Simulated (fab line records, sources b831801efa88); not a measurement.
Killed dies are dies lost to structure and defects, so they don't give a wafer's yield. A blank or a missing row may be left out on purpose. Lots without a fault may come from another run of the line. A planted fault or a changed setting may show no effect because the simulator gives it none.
fab line records | flow sky130
record lots=6 wafers=18 last_day=49
route steps=708 shown DNWELL@39 PWDE@45 PAD_OPEN@708
lots that met no fault: from a run of the same line without faults
start_h: hours from the record's first day to the start of the lot's first wafer shown | wait_h: hours since the lot's step before | " the same as in the row above | L1.1+2: a row that stands for several wafers | - no value, or no start given | * or withheld: withheld | < > ~ a bound
route shown NAME@n: a module of which the file shows steps, and the number in the route of the first | usual: mean/standard deviation of fault-free wafers | same: alike in all rows | chamber/n: place in a boat | sites: the reading at each site | _std_site: their standard deviation | _edge_site: outer sites' mean less inner sites' | radius_mm: how far each site lies from the wafer's centre | mask NAME#n: copy n | behind: the tool/chamber that last shaped the wafer | hold: why the lot was held/for how many hours/how that ended | device: the transistor (n, p or np) that didn't switch | end of line: the same wafers' tests at the end of the route | a step without rows: its recipe alone | killed: dies lost to structure and defects at the first sort, not the wafer's yield | map: a wafer's dies, x killed, . not, _ none there
set.NAME: the setting as run; set.NAME@STEP: as run at that earlier step | model.NAME: the simulator's own value behind a step, which no gauge read
lots at some steps of the route; a table a step, a row a wafer
services: from which hour (start_h, from the record's first day; less than 0 if before it) a tool's chamber was out of use, for how many hours, and why
## steps
# step SKY_DNWELL_EXPOSE_04
# recipe mask_id=DNM na=0.57 target_cd_nm=3000 dose_mj=222
# step SKY_DNWELL_PEB_05
# recipe temp_c=115 time_s=withheld
# step SKY_DNWELL_DEVELOP_06
# recipe wall_angle_deg=90 developer=TMAH develop_time_s=60 dev_temp_c=23
# step SKY_DNWELL_IMPLANT_07
# recipe species=P energy_kev=withheld dose_cm2=withheld tilt_deg=withheld
# step SKY_DNWELL_STRIP_08
# recipe chemistry=O2/N2 power_w=1400 pressure_mtorr=1500 platen_temp_c=withheld o2_flow_sccm=3000 n2_flow_sccm=300 overash_fraction=0.5
# usual drypump_motor_current_A=5.4/0.37 oes_product_au=0.723/0.0045 strip_time_to_endpoint_s=36.97/0.084
# columns lot.wafer tool chamber start_h wait_h drypump_motor_current_A oes_product_au rf_hours_counter_h strip_time_to_endpoint_s
L348.4 plasma_asher-01 0 66.74 0.1 5.4 0.722 - 37.09
L348.5 " 1 " " 4.8 0.723 - 36.96
L348.6 " 0 " " 5.4 0.716 - 37.01
L352.1 plasma_asher-02 1 86.45 0.1 5.3 0.733 39 37.00
L352.3 " 1 " " 5.3 0.726 - 37.00
L352.4 " 0 " " 6.0 0.716 - 36.88
L354.1 plasma_asher-01 0 95.40 0.1 5.4 0.716 29 36.84
L354.2 " 1 " " 4.9 0.724 29 36.98
L354.4 " 0 " " 5.4 0.724 - 36.83
L360.3 plasma_asher-02 0 128.68 0.1 6.0 0.728 - 36.93
L360.4 " 1 " " 5.4 0.722 - 36.87
L360.5 " 1 " " 5.4 0.726 - 37.05
L361.1 plasma_asher-01 0 132.18 0.1 5.4 0.721 32 36.98
L361.2 " 1 " " 4.9 0.725 32 37.08
L361.4 " 1 " " 4.9 0.726 - 36.97
L364.2 plasma_asher-02 0 148.75 0.1 6.0 0.723 45 36.96
L364.3 " 1 " " 5.4 0.721 - 36.83
L364.5 " 0 " " 6.0 0.721 - 37.00
# step SKY_DNWELL_TW_MEAS_09
# usual DNWELL_TW=1122/6.6
# columns lot.wafer tool chamber start_h wait_h DNWELL_TW
L348.4 film_metro-02 - 66.83 0.1 1112
L348.5 " - " " 1118
L348.6 " - " " 1117
L352.1 film_metro-02 - 86.55 0.1 1122
L352.3 " - " " 1116
L352.4 " - " " 1119
L354.1 film_metro-04 - 95.50 0.1 1122
L354.2 " - " " 1129
L354.4 " - " " 1126
L360.3 film_metro-02 - 128.77 0.1 1119
L360.4 " - " " 1130
L360.5 " - " " 1123
L361.1 film_metro-02 - 132.28 0.1 1134
L361.2 " - " " 1127
L361.4 " - " " 1128
L364.2 film_metro-02 - 148.86 0.1 1127
L364.3 " - " " 1123
L364.5 " - " " 1123
# step SKY_PWDE_DEHYDRATE_00
# recipe temp_c=200 time_s=60
# step SKY_PWDE_HMDS_01
# recipe prime_time_s=60 prime_temp_c=120
# step SKY_PWDE_COAT_02
# recipe spin_rpm=2000 resist_thk_nm=3000
# step SKY_PWDE_SOFTBAKE_03
# recipe temp_c=110 time_s=withheld
# step SKY_PWDE_EXPOSE_04
# recipe mask_id=PWDEM na=0.6 source_shape=conventional sigma_outer=0.6 polarization=unpolarized target_cd_nm=840 dose_mj=214
# step SKY_PWDE_PEB_05
# recipe temp_c=115 time_s=withheld
# step SKY_PWDE_DEVELOP_06
# recipe wall_angle_deg=90 developer=TMAH develop_time_s=60 dev_temp_c=23
# usual developer_temp_C=23.01/0.11
# columns lot.wafer tool chamber start_h wait_h developer_temp_C
L348.4 litho_track-04 0 83 - 23.10
L348.5 " 0 " " 23.17
L348.6 " 0 " " 23.00
L352.1 litho_track-04 0 104 - 23.77
L352.3 " 0 " " 23.92
L352.4 " 0 " " 23.79
L354.1 litho_track-04 0 113 - 23.79
L354.2 " 0 " " 23.79
L354.4 " 0 " " 23.84
L360.3 litho_track-01 0 148 - 23.10
L360.4 " 0 " " 23.07
L360.5 " 0 " " 23.00
L361.1 litho_track-02 0 151 - 22.99
L361.2 " 0 " " 23.00
L361.4 " 0 " " 23.08
L364.2 litho_track-02 0 168 - 23.06
L364.3 " 0 " " 22.98
L364.5 " 0 " " 23.13
# step SKY_PWDE_OVL_MEAS_07
# usual PWDE_OVL=1.1/1.3
# columns lot.wafer tool chamber start_h wait_h PWDE_OVL[nm]
L348.4 overlay-01 - 83.78 - 1.7
L348.5 " - " " 1.6
L348.6 " - " " 3.8
L352.1 overlay-01 - 104.22 - 0.3
L352.3 " - " " -0.5
L352.4 " - " " 0.4
L354.1 overlay-01 - 113.17 - 2.1
L354.2 " - " " 0.7
L354.4 " - " " 1.2
L360.3 overlay-02 - 148.30 - 0.1
L360.4 " - " " 0.8
L360.5 " - " " 2.1
L361.1 overlay-02 - 151.70 - 5.3
L361.2 " - " " 3.9
L361.4 " - " " 3.5
L364.2 overlay-02 - 168.71 - 0.0
L364.3 " - " " -0.3
L364.5 " - " " 0.2
# step SKY_PAD_OPEN_PROBE_99
# usual killed_at_M0_to_M3=43/6.9 killed_at_M4_up=3.1/1.8 killed_at_contacts=24/5.1 killed_at_front_end=15/4.8 killed_at_other=0.3/0.48 killed_dies=86/8.9 killed_open=47/6.8 killed_short=39/6.3
# same gross_dies=492 killed_at_back_side=0
# columns lot.wafer tool chamber start_h wait_h killed_at_M0_to_M3 killed_at_M4_up killed_at_contacts killed_at_front_end killed_at_other killed_dies killed_open killed_short
L348.4 prober-02 - 1097.16 0.2 51 2 19 14 0 86 48 38
L348.5 prober-02 - 1097.21 0.2 46 5 26 12 0 89 55 34
L348.6 prober-02 - 1097.26 0.2 49 7 29 10 0 95 56 39
L352.1 prober-02 - 1114.78 0.1 47 3 24 18 0 92 52 39
L352.3 prober-02 - 1114.88 0.2 56 5 21 13 0 95 55 40
L352.4 prober-02 - 1114.93 0.2 42 3 23 19 0 87 49 36
L354.1 prober-01 - 1127.28 0.1 35 4 26 14 0 79 40 38
L354.2 prober-01 - 1127.33 0.1 50 2 25 13 0 90 52 37
L354.4 prober-01 - 1127.43 0.2 52 2 28 6 0 88 47 41
L361.1 prober-02 - 1159.57 0.1 29 3 23 14 0 69 33 36
L361.2 prober-02 - 1159.62 0.1 43 0 28 11 0 82 51 31
L361.4 prober-02 - 1159.72 0.2 40 4 25 19 0 88 36 52
L360.3 prober-01 - 1163.85 0.2 48 4 20 10 0 82 41 41
L360.4 prober-01 - 1163.90 0.2 40 5 32 14 0 91 57 33
L360.5 prober-01 - 1163.95 0.2 32 1 25 27 0 85 51 33
L364.2 prober-02 - 1176.32 0.1 42 4 24 12 0 82 41 41
L364.3 prober-02 - 1176.37 0.2 43 1 30 8 0 82 45 36
L364.5 prober-02 - 1176.47 0.2 46 3 25 7 1 82 46 35
# killed by level:class
L348.4 VIA1:geometric_particle:open=17 VIA3:geometric_particle:open=8 METAL2:geometric_particle:short=7 LI_CONTACT:geometric_particle:open=6 FIELD_ISO:geometric_particle:short=4 POLY_GATE:geometric_particle:open=4 LOCAL_INTERCONNECT:geometric_particle:short=4 CONTACT:geometric_particle:open=4
L348.5 CONTACT:geometric_particle:open=11 VIA3:geometric_particle:open=10 VIA1:geometric_particle:open=8 LI_CONTACT:geometric_particle:open=7 METAL1:geometric_particle:short=7 VIA2:geometric_particle:open=6 METAL4:geometric_particle:short=4 VIA1:geometric_particle:short=4
L348.6 VIA3:geometric_particle:open=10 VIA2:geometric_particle:open=9 LI_CONTACT:geometric_particle:open=8 VIA1:geometric_particle:open=8 CONTACT:geometric_particle:short=7 CONTACT:geometric_particle:open=7 METAL2:geometric_particle:short=5 METAL4:geometric_particle:short=5
L352.1 VIA1:geometric_particle:open=14 VIA2:geometric_particle:open=10 LI_CONTACT:geometric_particle:open=7 CONTACT:geometric_particle:open=7 LOCAL_INTERCONNECT:geometric_particle:short=7 FIELD_ISO:geometric_particle:short=6 VIA3:geometric_particle:open=6 VIA1:geometric_particle:short=6
L352.3 VIA1:geometric_particle:open=17 VIA2:geometric_particle:open=10 CONTACT:geometric_particle:open=8 POLY_GATE:geometric_particle:short=6 LI_CONTACT:geometric_particle:open=6 VIA1:geometric_particle:short=6 VIA3:geometric_particle:short=5 VIA2:geometric_particle:short=4
L352.4 VIA1:geometric_particle:open=10 CONTACT:geometric_particle:open=9 VIA2:geometric_particle:open=8 METAL2:geometric_particle:short=6 FIELD_ISO:geometric_particle:short=5 METAL1:geometric_particle:short=5 FIELD_ISO:geometric_particle:open=4 LOCAL_INTERCONNECT:geometric_particle:short=4
L354.1 VIA1:geometric_particle:open=12 CONTACT:geometric_particle:open=9 METAL1:geometric_particle:short=7 FIELD_ISO:geometric_particle:open=6 LI_CONTACT:geometric_particle:short=5 LOCAL_INTERCONNECT:geometric_particle:short=4 CONTACT:geometric_particle:short=4 FIELD_ISO:geometric_particle:short=3
L354.2 VIA1:geometric_particle:open=21 LI_CONTACT:geometric_particle:open=8 VIA1:geometric_particle:short=7 VIA3:geometric_particle:open=6 CONTACT:geometric_particle:open=6 CONTACT:geometric_particle:short=6 POLY_GATE:geometric_particle:short=3 METAL1:geometric_particle:short=3
L354.4 VIA1:geometric_particle:open=13 VIA1:geometric_particle:short=9 LI_CONTACT:geometric_particle:open=8 METAL1:geometric_particle:short=7 CONTACT:geometric_particle:open=6 VIA2:geometric_particle:open=6 VIA3:geometric_particle:open=6 CONTACT:geometric_particle:short=5
L361.1 CONTACT:geometric_particle:open=8 VIA1:geometric_particle:open=7 POLY_GATE:geometric_particle:short=5 CONTACT:geometric_particle:short=5 VIA1:geometric_particle:short=5 LI_CONTACT:geometric_particle:open=4 METAL1:geometric_particle:short=4 FIELD_ISO:geometric_particle:short=3
L361.2 VIA1:geometric_particle:open=17 CONTACT:geometric_particle:open=9 LOCAL_INTERCONNECT:geometric_particle:short=6 VIA3:geometric_particle:open=6 LI_CONTACT:geometric_particle:open=5 VIA2:geometric_particle:open=5 CONTACT:geometric_particle:short=4 METAL1:geometric_particle:short=4
L361.4 VIA1:geometric_particle:open=11 CONTACT:geometric_particle:open=9 CONTACT:geometric_particle:short=7 VIA3:geometric_particle:short=6 POLY_GATE:geometric_particle:short=5 VIA1:geometric_particle:short=5 FIELD_ISO:geometric_particle:short=4 POLY_GATE:geometric_particle:open=4
L360.3 METAL2:geometric_particle:short=12 VIA3:geometric_particle:open=9 VIA1:geometric_particle:open=8 CONTACT:geometric_particle:open=6 LI_CONTACT:geometric_particle:open=6 CONTACT:geometric_particle:short=5 VIA1:geometric_particle:short=5 FIELD_ISO:geometric_particle:open=4
L360.4 CONTACT:geometric_particle:open=17 VIA3:geometric_particle:open=7 LI_CONTACT:geometric_particle:open=7 VIA1:geometric_particle:open=6 METAL2:geometric_particle:short=6 FIELD_ISO:geometric_particle:short=4 FIELD_ISO:geometric_particle:open=4 VIA2:geometric_particle:open=4
L360.5 FIELD_ISO:geometric_particle:short=11 CONTACT:geometric_particle:open=11 VIA2:geometric_particle:open=7 VIA1:geometric_particle:open=6 VIA3:geometric_particle:open=6 POLY_GATE:geometric_particle:open=5 CONTACT:geometric_particle:short=5 LI_CONTACT:geometric_particle:open=5
L364.2 CONTACT:geometric_particle:open=9 VIA1:geometric_particle:open=7 VIA1:geometric_particle:short=7 VIA2:geometric_particle:open=7 METAL1:geometric_particle:short=6 LI_CONTACT:geometric_particle:open=5 CONTACT:geometric_particle:short=4 VIA3:geometric_particle:short=4
L364.3 VIA1:geometric_particle:open=11 CONTACT:geometric_particle:open=10 CONTACT:geometric_particle:short=7 LI_CONTACT:geometric_particle:open=6 VIA1:geometric_particle:short=6 VIA3:geometric_particle:open=4 LI_CONTACT:geometric_particle:short=4 METAL2:geometric_particle:open=4
L364.5 CONTACT:geometric_particle:open=12 VIA1:geometric_particle:open=9 VIA1:geometric_particle:short=8 VIA2:geometric_particle:open=5 LI_CONTACT:geometric_particle:open=4 METAL3:geometric_particle:short=4 VIA3:geometric_particle:open=4 POLY_GATE:geometric_particle:open=3
## services
# columns tool chamber start_h hours kind
plasma_asher-02 - 53.65 0.9 repair
litho_track-04 - 80.10 - consumable_replace:filter
plasma_asher-01 - 95.98 4.3 pm
plasma_asher-02 - 131.99 4.3 repair
## key
first_sign step=SKY_PWDE_DEVELOP_06 reading=developer_temp_C direction=up sigmas=7.6 usual=* struck=*
effect none on later readings
met_at SKY_PWDE_DEVELOP_06
struck_wafers L352.1,L352.3,L352.4,L354.1,L354.2,L354.4
tester_left_out L352,L354
onset_between 83 104
fault kind=process_parameter_drift tool=litho_track-04 chamber=- onset_h=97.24 steps=SKY_PWDE_DEVELOP_06 channel=dev_temp_c offset=* shape=step end_h=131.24 acts_in=* stated=*
# tester_left_out: of these lots the tester's yield and bins aren't shown, on N5 and GAA mostly nor the transistor test; their killed dies are dies lost to structure and defects alone, not to doping, threshold or leakage, so they don't give the yield
